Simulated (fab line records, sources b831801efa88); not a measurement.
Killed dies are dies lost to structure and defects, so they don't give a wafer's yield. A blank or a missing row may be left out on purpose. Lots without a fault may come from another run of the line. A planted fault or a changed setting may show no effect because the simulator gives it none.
fab line records | flow sfq_line
record lots=6 wafers=18 last_day=91
route steps=325 shown I6@270 M7@281 I7@296 M8@311
lots that met no fault: from a run of the same line without faults
start_h: hours from the record's first day to the start of the lot's first wafer shown | wait_h: hours since the lot's step before | " the same as in the row above | L1.1+2: a row that stands for several wafers | - no value, or no start given | * or withheld: withheld | < > ~ a bound
route shown NAME@n: a module of which the file shows steps, and the number in the route of the first | usual: mean/standard deviation of fault-free wafers | same: alike in all rows | chamber/n: place in a boat | sites: the reading at each site | _std_site: their standard deviation | _edge_site: outer sites' mean less inner sites' | radius_mm: how far each site lies from the wafer's centre | mask NAME#n: copy n | behind: the tool/chamber that last shaped the wafer | hold: why the lot was held/for how many hours/how that ended | device: the transistor (n, p or np) that didn't switch | end of line: the same wafers' tests at the end of the route | a step without rows: its recipe alone | killed: dies lost to structure and defects at the first sort, not the wafer's yield | map: a wafer's dies, x killed, . not, _ none there
set.NAME: the setting as run; set.NAME@STEP: as run at that earlier step | model.NAME: the simulator's own value behind a step, which no gauge read
lots at some steps of the route; a table a step, a row a wafer
services: from which hour (start_h, from the record's first day; less than 0 if before it) a tool's chamber was out of use, for how many hours, and why
## steps
# step SFQ_TRILAYER_I6_VIA_LITHO_COAT_174
# recipe resist=BARC spin_rpm=3000 resist_thk_nm=62
# step SFQ_TRILAYER_I6_VIA_LITHO_COAT_169
# recipe resist=KrF spin_rpm=3000 resist_thk_nm=650
# step SFQ_TRILAYER_I6_VIA_LITHO_SOFTBAKE_173
# recipe temp_c=withheld time_s=withheld resist=KrF
# step SFQ_TRILAYER_I6_VIA_LITHO_EXPOSE_170
# recipe mask_id=I6 na=0.6 source_shape=conventional sigma_outer=0.65 target_cd_nm=700 dose_mj=21.3
# step SFQ_TRILAYER_I6_VIA_LITHO_PEB_172
# recipe peb_temp_c=115 peb_time_s=60 resist=KrF
# step SFQ_TRILAYER_I6_VIA_LITHO_DEVELOP_171
# recipe time_s=60 resist=KrF
# step SFQ_I6_OVL_MEAS_942
# usual I6_OVL=-1/6.1
# columns lot.wafer tool chamber start_h wait_h I6_OVL[nm]
L273.2 overlay-01 - 1896.71 0.1 3
L273.3 " - " " 5
L273.5 " - " " 11
L276.4 overlay-02 - 1903.72 0.1 -6
L276.5 " - " " -4
L276.6 " - " " -5
L281.1 overlay-02 - 1937.42 0.1 7
L281.2 " - " " 5
L281.4 " - " " 8
L283.2 overlay-01 - 1948.22 0.1 -9
L283.5 " - " " -11
L283.6 " - " " -10
L285.2 overlay-02 - 1956.62 0.1 -11
L285.4 " - " " -17
L285.5 " - " " -13
L290.3 overlay-02 - 2001.28 0.1 -5
L290.4 " - " " -15
L290.5 " - " " -9
# step SFQ_TRILAYER_I6_VIA_BARC_OPEN_VIA_ETCH_235
# recipe mask_material=PR chemistry=O2 target_depth_nm=125 target=BARC source_w=500 bias_w=80 pressure_mtorr=30 time_s=41.7
# usual drypump_motor_current_A=5.7/0.41 oes_product_au=0.686/0.0048
# columns lot.wafer tool chamber start_h wait_h drypump_motor_current_A oes_product_au rf_hours_counter_h
L273.2 rie_diel-04 1 1896.74 0.0 5.8 0.679 13
L273.3 " 3 " " 5.7 0.682 16
L273.5 " 3 " " 5.7 0.686 -
L276.4 rie_diel-02 0 1903.74 0.0 5.9 0.687 19
L276.5 " 1 " " 5.4 0.686 -
L276.6 " 0 " " 5.8 0.695 -
L281.1 rie_diel-01 0 1937.45 0.0 6.4 0.688 2
L281.2 " 1 " " 4.9 0.693 15
L281.4 " 3 " " 5.8 0.693 2
L283.2 rie_diel-01 2 1948.25 0.0 5.8 0.683 14
L283.5 " 1 " " 4.9 0.684 -
L283.6 " 2 " " 5.8 0.682 -
L285.2 rie_diel-01 1 1956.65 0.0 4.9 0.694 16
L285.4 " 3 " " 5.8 0.679 2
L285.5 " 3 " " 5.8 0.689 -
L290.3 rie_diel-02 0 2001.30 0.0 5.9 0.682 0
L290.4 " 2 " " 5.7 0.683 3
L290.5 " 3 " " 6.4 0.690 -
# step SFQ_TRILAYER_I6_VIA_ETCH_VIA_ETCH_172
# recipe target=SiO2 stop_on=Nb mask_material=PR taper_deg=20 chemistry=CHF3 target_depth_nm=260 source_w=500 bias_w=80 pressure_mtorr=30 time_s=withheld
# step SFQ_TRILAYER_I6_VIA_STRIP_STRIP_173
# recipe gas=O2 power_w=200 platen_temp_c=40 overash_fraction=0.65 chemistry=O2 pressure_mtorr=50
# usual drypump_motor_current_A=5.3/0.42 oes_product_au=1.000/0.0079
# columns lot.wafer tool chamber start_h wait_h drypump_motor_current_A oes_product_au rf_hours_counter_h
L273.2 rie_metal-01 1 1896.90 - 5.0 0.993 116
L273.3 " 0 " " 5.8 1.007 -
L273.5 " 0 " " 5.8 0.995 -
L276.4 rie_metal-01 0 1904.09 - 5.8 1.008 -
L276.5 " 0 " " 5.8 0.999 -
L276.6 " 1 " " 5.0 0.997 -
L281.1 rie_metal-01 1 1937.61 - 5.0 0.991 126
L281.2 " 1 " " 5.0 1.003 -
L281.4 " 1 " " 5.0 0.993 -
L283.2 rie_metal-03 0 1948.41 - 5.7 1.005 60
L283.5 " 0 " " 5.6 1.010 -
L283.6 " 1 " " 4.9 1.008 -
L285.2 rie_metal-03 1 1956.81 - 4.9 1.008 62
L285.4 " 1 " " 4.9 1.012 -
L285.5 " 0 " " 5.6 1.006 -
L290.3 rie_metal-04 0 2001.66 - 5.0 0.978 -
L290.4 " 1 " " 6.2 1.006 -
L290.5 " 0 " " 5.0 0.995 -
# step SFQ_TRILAYER_I6_VIA_STRIP_SOLV_CLEAN_174
# recipe chemistry=NMP temp_c=70 time_s=600
# step SFQ_TRILAYER_M7_DEP_PRE_CLEAN_176
# recipe gas=Ar time_s=22.5 bias_v=250
# step SFQ_TRILAYER_M7_DEP_SPUTTER_175
# recipe material=Nb base_pressure_pa=1.33e-06 chamber_pressure_pa=0.1333 substrate_temp_c=20 target_thk_nm=200 power_w=2000 time_s=133.3
# usual throttle_valve_pct=29.8/1.4
# columns lot.wafer tool chamber start_h wait_h throttle_valve_pct model.Nb_of_TRILAYER_M7_DEP_SPUTTER_175.thk_nm
L273.2 pvd_sputter-05 - 1897.70 0.0 30.3 213.1
L273.3 " - " " 32.8 210.7
L273.5 " - " " 27.7 200.3
L276.4 pvd_sputter-05 - 1904.70 0.0 27.8 201.1
L276.5 " - " " 32.5 197.8
L276.6 " - " " 27.6 213.7
L281.1 pvd_sputter-06 - 1939.01 0.0 29.4 198.1
L281.2 " - " " 29.7 196.8
L281.4 " - " " 29.8 195.7
L283.2 pvd_sputter-06 - 1949.21 0.0 29.2 196.7
L283.5 " - " " 29.9 198
L283.6 " - " " 29.7 197.8
L285.2 pvd_sputter-03 - 1958.14 0.0 29.9 194.7
L285.4 " - " " 29.5 195.9
L285.5 " - " " 29.8 194
L290.3 pvd_sputter-05 - 2002.26 0.0 27.6 198.6
L290.4 " - " " 29.5 197.2
L290.5 " - " " 27.6 199
# step SFQ_M7_RS_MEAS_943
# recipe thk_meas_gauge=four-point-probe reads=Nb_of_TRILAYER_M7_DEP_SPUTTER_175
# usual M7_NB_RS=0.896/0.0088
# columns lot.wafer tool chamber start_h wait_h M7_NB_RS[ohm/sq]
L273.2 film_metro-04 - 1897.81 0.1 0.835
L273.3 " - " " 0.844
L273.5 " - " " 0.889
L276.4 film_metro-02 - 1904.85 0.1 0.887
L276.5 " - " " 0.900
L276.6 " - " " 0.833
L281.1 film_metro-03 - 1939.10 0.0 0.900
L281.2 " - " " 0.906
L281.4 " - " " 0.911
L283.2 film_metro-03 - 1949.32 0.1 0.906
L283.5 " - " " 0.900
L283.6 " - " " 0.899
L285.2 film_metro-04 - 1958.25 0.1 0.916
L285.4 " - " " 0.911
L285.5 " - " " 0.918
L290.3 film_metro-02 - 2002.39 0.1 0.900
L290.4 " - " " 0.903
L290.5 " - " " 0.896
# step SFQ_TRILAYER_M7_LITHO_COAT_182
# recipe resist=BARC spin_rpm=3000 resist_thk_nm=62
# step SFQ_TRILAYER_M7_LITHO_COAT_177
# recipe resist=KrF spin_rpm=3000 resist_thk_nm=600
# step SFQ_TRILAYER_M7_LITHO_SOFTBAKE_181
# recipe temp_c=withheld time_s=withheld resist=KrF
# step SFQ_TRILAYER_M7_LITHO_EXPOSE_178
# recipe mask_id=M7 na=0.6 source_shape=conventional sigma_outer=0.65 target_cd_nm=500 dose_mj=14.4
# step SFQ_TRILAYER_M7_LITHO_PEB_180
# recipe peb_temp_c=115 peb_time_s=60 resist=KrF
# step SFQ_TRILAYER_M7_LITHO_DEVELOP_179
# recipe time_s=60 resist=KrF
# step SFQ_M7_OVL_MEAS_945
# usual M7_OVL=2/6.5
# columns lot.wafer tool chamber start_h wait_h M7_OVL[nm]
L273.2 overlay-01 - 1905.02 0.1 0
L273.3 " - " " -2
L273.5 " - " " -2
L276.4 overlay-01 - 1908.68 0.1 4
L276.5 " - " " -5
L276.6 " - " " 2
L281.1 overlay-02 - 2041.53 0.1 2
L281.2 " - " " -6
L281.4 " - " " -1
L283.2 overlay-02 - 2047.98 0.1 11
L283.5 " - " " 8
L283.6 " - " " 9
L285.2 overlay-01 - 2056.38 0.1 6
L285.4 " - " " 8
L285.5 " - " " 3
L290.3 overlay-01 - 2091.19 0.1 1
L290.4 " - " " 2
L290.5 " - " " 1
# step SFQ_TRILAYER_M7_BARC_OPEN_METAL_ETCH_229
# recipe mask_material=PR chemistry=O2 target_depth_nm=125 target=BARC icp_w=600 bias_w=80 pressure_mtorr=10 time_s=41.7
# step SFQ_TRILAYER_M7_ETCH_METAL_ETCH_180
# recipe target=Nb stop_on=SiO2 mask_material=PR chemistry=Cl2/Ar target_depth_nm=240 icp_w=600 bias_w=80 pressure_mtorr=10 time_s=120
# usual drypump_motor_current_A=5.4/0.5 oes_product_au=0.891/0.0068
# columns lot.wafer tool chamber start_h wait_h drypump_motor_current_A oes_product_au rf_hours_counter_h
L273.2 rie_metal-02 1 1905.11 0.0 4.8 0.926 104
L273.3 " 1 " " 4.8 0.926 -
L273.5 " 0 " " 5.8 0.897 -
L276.4 rie_metal-02 1 1908.80 0.1 4.8 0.894 -
L276.5 " 0 " " 5.8 0.893 -
L276.6 " 1 " " 4.8 0.935 -
L281.1 rie_metal-02 0 2041.63 0.0 5.8 0.890 51
L281.2 " 1 " " 4.8 0.883 2
L281.4 " 0 " " 5.8 0.878 -
L283.2 rie_metal-03 1 2048.07 0.0 4.9 0.881 72
L283.5 " 0 " " 5.7 0.889 -
L283.6 " 1 " " 4.9 0.894 -
L285.2 rie_metal-03 0 2056.47 0.0 5.7 0.878 73
L285.4 " 1 " " 4.9 0.877 -
L285.5 " 0 " " 5.6 0.886 -
L290.3 rie_metal-02 0 2091.31 0.1 5.8 0.889 -
L290.4 " 1 " " 4.8 0.877 -
L290.5 " 1 " " 4.8 0.892 -
# step SFQ_TRILAYER_M7_STRIP_STRIP_181
# recipe gas=O2 power_w=200 platen_temp_c=40 overash_fraction=0.65 chemistry=O2 pressure_mtorr=50
# usual drypump_motor_current_A=5.4/0.49 oes_product_au=0.997/0.011
# columns lot.wafer tool chamber start_h wait_h drypump_motor_current_A oes_product_au rf_hours_counter_h
L273.2 rie_metal-02 1 1905.24 0.1 4.8 0.976 104
L273.3 " 1 " " 4.8 0.981 -
L273.5 " 0 " " 5.8 1.017 -
L276.4 rie_metal-02 1 1909.08 0.2 4.8 0.974 -
L276.5 " 0 " " 5.8 1.006 -
L276.6 " 1 " " 4.8 0.976 -
L281.1 rie_metal-02 0 2041.75 0.1 5.8 1.013 51
L281.2 " 1 " " 4.8 0.987 2
L281.4 " 0 " " 5.8 1.011 -
L283.2 rie_metal-03 1 2048.19 0.1 4.9 0.987 73
L283.5 " 0 " " 5.6 0.987 -
L283.6 " 1 " " 4.9 0.992 -
L285.2 rie_metal-03 0 2056.59 0.1 5.6 0.995 73
L285.4 " 1 " " 4.9 1.005 -
L285.5 " 0 " " 5.6 0.994 -
L290.3 rie_metal-02 0 2091.59 0.2 5.8 1.007 -
L290.4 " 1 " " 4.8 0.981 -
L290.5 " 1 " " 4.8 0.975 -
# step SFQ_TRILAYER_M7_STRIP_SOLV_CLEAN_182
# recipe chemistry=NMP temp_c=70 time_s=600
# step SFQ_TRILAYER_I7_DEP_PECVD_183
# recipe material=SiO2 temp_c=150 time_s=111.11 pressure_torr=2.4 rf_w=183.3 precursor=SiH4/N2O target_thk_nm=500
# step SFQ_TRILAYER_I7_CMP_CMP_184
# recipe material=SiO2 down_force_psi=3 platen_rpm=60 pad_velocity_m_s=0.94248
# step SFQ_I7_BOW_MEAS_946
# recipe mode=bow
# usual I7_BOW=9/9.7
# columns lot.wafer tool chamber start_h wait_h I7_BOW[um]
L273.2 film_metro-03 - 1909.12 1.5 1
L273.3 " - " " -5
L273.5 " - " " -14
L276.4 film_metro-04 - 1914.18 2.6 21
L276.5 " - " " 14
L276.6 " - " " 22
L281.1 film_metro-04 - 2045.60 1.0 22
L281.2 " - " " 17
L281.4 " - " " 13
L283.2 film_metro-04 - 2056.52 2.0 27
L283.5 " - " " 14
L283.6 " - " " 21
L285.2 film_metro-01 - 2065.84 2.5 9
L285.4 " - " " 11
L285.5 " - " " 4
L290.3 film_metro-04 - 2095.29 1.0 29
L290.4 " - " " 30
L290.5 " - " " 21
# step SFQ_TRILAYER_I7_METRO_MEASURE_185
# step SFQ_TRILAYER_I7_VIA_LITHO_COAT_192
# recipe resist=BARC spin_rpm=3000 resist_thk_nm=62
# step SFQ_TRILAYER_I7_VIA_LITHO_COAT_187
# recipe resist=KrF spin_rpm=3000 resist_thk_nm=650
# step SFQ_TRILAYER_I7_VIA_LITHO_SOFTBAKE_191
# recipe temp_c=withheld time_s=withheld resist=KrF
# step SFQ_TRILAYER_I7_VIA_LITHO_EXPOSE_188
# recipe mask_id=I7 na=0.6 source_shape=conventional sigma_outer=0.65 target_cd_nm=1000 dose_mj=21.3
# step SFQ_TRILAYER_I7_VIA_LITHO_PEB_190
# recipe peb_temp_c=115 peb_time_s=60 resist=KrF
# step SFQ_TRILAYER_I7_VIA_LITHO_DEVELOP_189
# recipe time_s=60 resist=KrF
# step SFQ_I7_OVL_MEAS_947
# usual I7_OVL=2/5.9
# columns lot.wafer tool chamber start_h wait_h I7_OVL[nm]
L273.2 overlay-02 - 1913.42 0.1 6
L273.3 " - " " 6
L273.5 " - " " 6
L276.4 overlay-02 - 1920.64 0.1 5
L276.5 " - " " 6
L276.6 " - " " 9
L281.1 overlay-02 - 2127.17 0.1 2
L281.2 " - " " -3
L281.4 " - " " 2
L283.2 overlay-02 - 2133.18 0.1 6
L283.5 " - " " -4
L283.6 " - " " 5
L285.2 overlay-02 - 2144.10 0.1 0
L285.4 " - " " -5
L285.5 " - " " -9
L290.3 overlay-02 - 2176.63 0.1 9
L290.4 " - " " 8
L290.5 " - " " 5
# step SFQ_TRILAYER_I7_VIA_BARC_OPEN_VIA_ETCH_260
# recipe mask_material=PR chemistry=O2 target_depth_nm=125 target=BARC source_w=500 bias_w=80 pressure_mtorr=30 time_s=41.7
# step SFQ_TRILAYER_I7_VIA_ETCH_VIA_ETCH_190
# recipe target=SiO2 stop_on=Nb mask_material=PR taper_deg=20 chemistry=CHF3 target_depth_nm=260 source_w=500 bias_w=80 pressure_mtorr=30 time_s=withheld
# usual drypump_motor_current_A=5.6/0.49 oes_product_au=0.853/0.0047
# columns lot.wafer tool chamber start_h wait_h drypump_motor_current_A oes_product_au
L273.2 rie_diel-02 1 1913.49 0.0 5.4 0.850
L273.3 " 2 " " 5.7 0.859
L273.5 " 1 " " 5.4 0.853
L276.4 rie_diel-03 3 1920.69 0.0 4.9 0.843
L276.5 " 2 " " 5.7 0.848
L276.6 " 3 " " 4.9 0.852
L281.1 rie_diel-03 0 2127.25 0.0 4.8 0.847
L281.2 " 3 " " 4.9 0.856
L281.4 " 1 " " 5.6 0.859
L283.2 rie_diel-02 3 2133.25 0.0 6.4 0.856
L283.5 " 2 " " 5.7 0.856
L283.6 " 1 " " 5.4 0.847
L285.2 rie_diel-01 3 2144.17 0.0 5.9 0.852
L285.4 " 1 " " 4.9 0.848
L285.5 " 2 " " 5.8 0.859
L290.3 rie_diel-02 3 2176.69 0.0 6.4 0.852
L290.4 " 2 " " 5.7 0.860
L290.5 " 1 " " 5.4 0.852
# step SFQ_TRILAYER_I7_VIA_STRIP_STRIP_191
# recipe gas=O2 power_w=200 platen_temp_c=40 overash_fraction=0.65 chemistry=O2 pressure_mtorr=50
# usual drypump_motor_current_A=5.3/0.49 oes_product_au=1.000/0.013
# columns lot.wafer tool chamber start_h wait_h drypump_motor_current_A oes_product_au rf_hours_counter_h
L273.2 rie_metal-01 1 1913.81 - 5.0 0.988 -
L273.3 " 1 " " 5.0 0.993 -
L273.5 " 1 " " 5.0 0.995 -
L276.4 rie_metal-02 1 1921.01 - 4.8 0.983 -
L276.5 " 1 " " 4.8 0.991 -
L276.6 " 0 " " 5.8 1.016 -
L281.1 rie_metal-01 1 2127.36 - 5.0 0.998 16
L281.2 " 0 " " 5.8 1.000 23
L281.4 " 1 " " 5.0 1.005 -
L283.2 rie_metal-04 0 2133.56 - 5.0 0.990 -
L283.5 " 0 " " 5.1 1.000 -
L283.6 " 0 " " 5.0 0.990 -
L285.2 rie_metal-02 0 2144.29 - 5.8 1.018 64
L285.4 " 1 " " 4.8 0.997 -
L285.5 " 0 " " 5.8 1.017 -
L290.3 rie_metal-01 0 2177.00 - 5.9 1.000 -
L290.4 " 1 " " 5.0 1.010 -
L290.5 " 1 " " 5.0 1.022 -
# step SFQ_TRILAYER_I7_VIA_STRIP_SOLV_CLEAN_192
# recipe chemistry=NMP temp_c=70 time_s=600
# step SFQ_TRILAYER_M8_LITHO_LOR_COAT_197
# recipe resist=lift-off spin_rpm=3000
# step SFQ_M8_BOW_MEAS_951
# recipe mode=bow
# usual M8_BOW=10/9.5
# columns lot.wafer tool chamber start_h wait_h M8_BOW[um] model.etest.m7.ohm_um model.etest.i6.link_ohm model.etest.m7.ohm_sq model.etest.i7.link_ohm
L273.2 film_metro-01 - 2018.68 0.0 2 1.677 1.817 0.8357 0.9956
L273.3 " - " " -3 1.692 1.833 0.8452 1.006
L273.5 " - " " -13 1.769 1.865 0.8891 1.049
L276.4 film_metro-02 - 2028.32 0.1 22 1.768 1.874 0.8853 1.043
L276.5 " - " " 14 1.794 1.894 0.9003 1.058
L276.6 " - " " 22 1.67 1.804 0.8333 0.9944
L281.1 film_metro-03 - 2132.19 0.0 21 1.79 1.903 0.8987 1.059
L281.2 " - " " 17 1.813 1.902 0.9049 1.068
L281.4 " - " " 14 1.812 1.903 0.9099 1.073
L283.2 film_metro-02 - 2138.88 0.0 27 1.8 1.901 0.9053 1.066
L283.5 " - " " 15 1.792 1.9 0.8994 1.06
L283.6 " - " " 23 1.794 1.891 0.8999 1.058
L285.2 film_metro-03 - 2176.26 0.0 9 1.837 1.914 0.9147 1.075
L285.4 " - " " 9 1.819 1.885 0.9091 1.068
L285.5 " - " " 4 1.84 1.91 0.9176 1.078
L290.3 film_metro-02 - 2182.27 0.0 31 1.791 1.883 0.8966 1.055
L290.4 " - " " 30 1.816 1.891 0.9027 1.066
L290.5 " - " " 21 1.802 1.891 0.8949 1.057
## services
# columns tool chamber start_h hours kind
rie_metal-02 - 1898.14 1.4 pm
rie_diel-03 - 1899.72 2.8 pm
rie_metal-02 1 1949.87 9.9 repair
rie_metal-01 0 1952.70 18.8 repair
pvd_sputter-05 - 1976.09 0.6 repair
rie_metal-01 - 1987.90 0.8 repair
pvd_sputter-05 - 1997.25 3.5 repair
rie_diel-01 3 2003.72 13.2 repair
rie_diel-02 3 2013.26 10.6 repair
rie_diel-01 - 2021.48 10.6 repair
rie_diel-02 2 2023.74 7.0 repair
rie_diel-02 0 2026.41 7.5 repair
rie_metal-03 - 2054.90 0.2 repair
rie_diel-02 1 2065.70 21.8 repair
rie_diel-01 - 2073.90 0.8 repair
rie_metal-03 - 2085.93 15.6 pm
pvd_sputter-05 - 2090.21 15.9 repair
pvd_sputter-05 - 2093.19 0.5 repair
rie_diel-02 2 2095.07 12.6 repair
pvd_sputter-05 - 2111.31 0.9 repair
rie_diel-02 3 2125.73 6.1 repair
rie_diel-01 - 2139.51 0.6 repair
rie_diel-01 0 2143.36 14.7 repair
rie_metal-02 1 2170.20 2.2 repair
## key
first_sign step=SFQ_M7_RS_MEAS_943 reading=M7_NB_RS direction=down sigmas=6.8 usual=0.896 struck=0.837
effect step=SFQ_TRILAYER_M7_ETCH_METAL_ETCH_180 reading=oes_product_au direction=up sigmas=5.7 usual=0.891 struck=0.929
model_effect step=SFQ_TRILAYER_M7_DEP_SPUTTER_175 value=Nb_of_TRILAYER_M7_DEP_SPUTTER_175.thk_nm without=199.3 struck=212.5
model_effect step=SFQ_M8_BOW_MEAS_951 value=etest.m7.ohm_um without=1.791 struck=1.68
met_at SFQ_TRILAYER_M7_DEP_SPUTTER_175
struck_wafers L273.2,L273.3,L276.6
fault kind=process_parameter_drift tool=pvd_sputter-05 chamber=- onset_h=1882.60 steps=SFQ_TRILAYER_M7_DEP_SPUTTER_175 channel=time_s offset=* shape=step end_h=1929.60 scope=struck_wafers_only acts_in=* stated=*
